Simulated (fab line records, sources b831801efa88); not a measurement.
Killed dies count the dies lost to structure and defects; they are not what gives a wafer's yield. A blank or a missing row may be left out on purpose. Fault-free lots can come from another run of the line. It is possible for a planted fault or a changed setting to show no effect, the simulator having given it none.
Chamber matching :: flow gf180mcu :: GF_POLY_GATE_ETCH_13 on rie-si-02 has 4 sister chambers
The step etches poly-Si in HBr/Cl2, stops on SiO2, target depth 198.5 nm, time 69.6 s. 14 wafers are shown with their chamber, then 7 later ones without.

WAFERS PAIRED WITH THEIR CHAMBERS
wafer: L281.1
chamber: 0
drypump-motor-current-A (A): 6.6
rf-fwd-power-W (W): 398.1
oes-product-au (a.u.): 1.010

wafer: L281.2
chamber: 3
drypump-motor-current-A (A): 5.3
rf-fwd-power-W (W): 395.5
oes-product-au (a.u.): 0.988

wafer: L281.3
chamber: 1
drypump-motor-current-A (A): 6.4
rf-fwd-power-W (W): 397.9
oes-product-au (a.u.): 0.993

wafer: L285.1
chamber: 0
drypump-motor-current-A (A): 6.6
rf-fwd-power-W (W): 397.1
oes-product-au (a.u.): 0.997

wafer: L285.2
chamber: 2
drypump-motor-current-A (A): 5.0
rf-fwd-power-W (W): 396.8
oes-product-au (a.u.): 1.000

wafer: L285.3
chamber: 3
drypump-motor-current-A (A): 5.4
rf-fwd-power-W (W): 395.1
oes-product-au (a.u.): 0.989

wafer: L287.1
chamber: 3
drypump-motor-current-A (A): 5.3
rf-fwd-power-W (W): 395.5
oes-product-au (a.u.): 0.993

wafer: L287.3
chamber: 0
drypump-motor-current-A (A): 6.6
rf-fwd-power-W (W): 396.6
oes-product-au (a.u.): 0.990

wafer: L287.5
chamber: 2
drypump-motor-current-A (A): 5.0
rf-fwd-power-W (W): 400.1
oes-product-au (a.u.): 0.988

wafer: L289.2
chamber: 3
drypump-motor-current-A (A): 5.3
rf-fwd-power-W (W): 396.6
oes-product-au (a.u.): 0.985

wafer: L289.3
chamber: 0
drypump-motor-current-A (A): 6.5
rf-fwd-power-W (W): 395.9
oes-product-au (a.u.): 0.990

wafer: L289.5
chamber: 3
drypump-motor-current-A (A): 5.3
rf-fwd-power-W (W): 396.4
oes-product-au (a.u.): 0.987

wafer: L296.1
chamber: 1
drypump-motor-current-A (A): 6.4
rf-fwd-power-W (W): 399.8
oes-product-au (a.u.): 1.000

wafer: L296.5
chamber: 1
drypump-motor-current-A (A): 6.5
rf-fwd-power-W (W): 399.7
oes-product-au (a.u.): 0.988

SIGNATURES (means of the wafers above)
reading: drypump-motor-current-A
chamber 0: 6.575
chamber 1: 6.433
chamber 2: 5.000
chamber 3: 5.320
scatter within a chamber: 0.0471

reading: rf-fwd-power-W
chamber 0: 396.925
chamber 1: 399.133
chamber 2: 398.450
chamber 3: 395.820
scatter within a chamber: 1.09

reading: oes-product-au
chamber 0: 0.99675
chamber 1: 0.99367
chamber 2: 0.99400
chamber 3: 0.98840
scatter within a chamber: 0.00668
Rule: distance of a wafer from a chamber = root of the sum over the readings of ((wafer's reading minus chamber's mean) / reading's scatter) squared. If the next closest chamber is less than 2 further off than the closest, the wafer can't be placed; otherwise it belongs to the closest. The scatter: take each reading less its chamber's mean, square it, sum over the shown wafers, divide by the number of wafers less the number of chambers, and take the root.

WAFERS MISSING THEIR CHAMBER
wafer: L296.6
drypump-motor-current-A (A): 5.0
rf-fwd-power-W (W): 398.0
oes-product-au (a.u.): 0.996

wafer: L297.4
drypump-motor-current-A (A): 5.1
rf-fwd-power-W (W): 398.0
oes-product-au (a.u.): 0.996

wafer: L297.5
drypump-motor-current-A (A): 6.4
rf-fwd-power-W (W): 398.4
oes-product-au (a.u.): 0.997

wafer: L297.6
drypump-motor-current-A (A): 5.1
rf-fwd-power-W (W): 398.1
oes-product-au (a.u.): 1.003

wafer: L299.2
drypump-motor-current-A (A): 6.4
rf-fwd-power-W (W): 394.6
oes-product-au (a.u.): 0.988

wafer: L299.3
drypump-motor-current-A (A): 5.0
rf-fwd-power-W (W): 399.5
oes-product-au (a.u.): 0.987

wafer: L299.5
drypump-motor-current-A (A): 6.6
rf-fwd-power-W (W): 396.6
oes-product-au (a.u.): 0.995

THE CHAMBER EACH PASSED THROUGH
wafer: L296.6
from the rows above: 2
in truth: 2

wafer: L297.4
from the rows above: 2
in truth: 2

wafer: L297.5
from the rows above: 1
in truth: 1

wafer: L297.6
from the rows above: 2
in truth: 2

wafer: L299.2
from the rows above: can't be placed: 1 or 0
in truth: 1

wafer: L299.3
from the rows above: 2
in truth: 2

wafer: L299.5
from the rows above: 0
in truth: 0
Placed correctly: 6 of 7. Cannot be placed on the basis of these rows: 1; the candidates contain the true chamber in 1. Wrongly placed: 0.
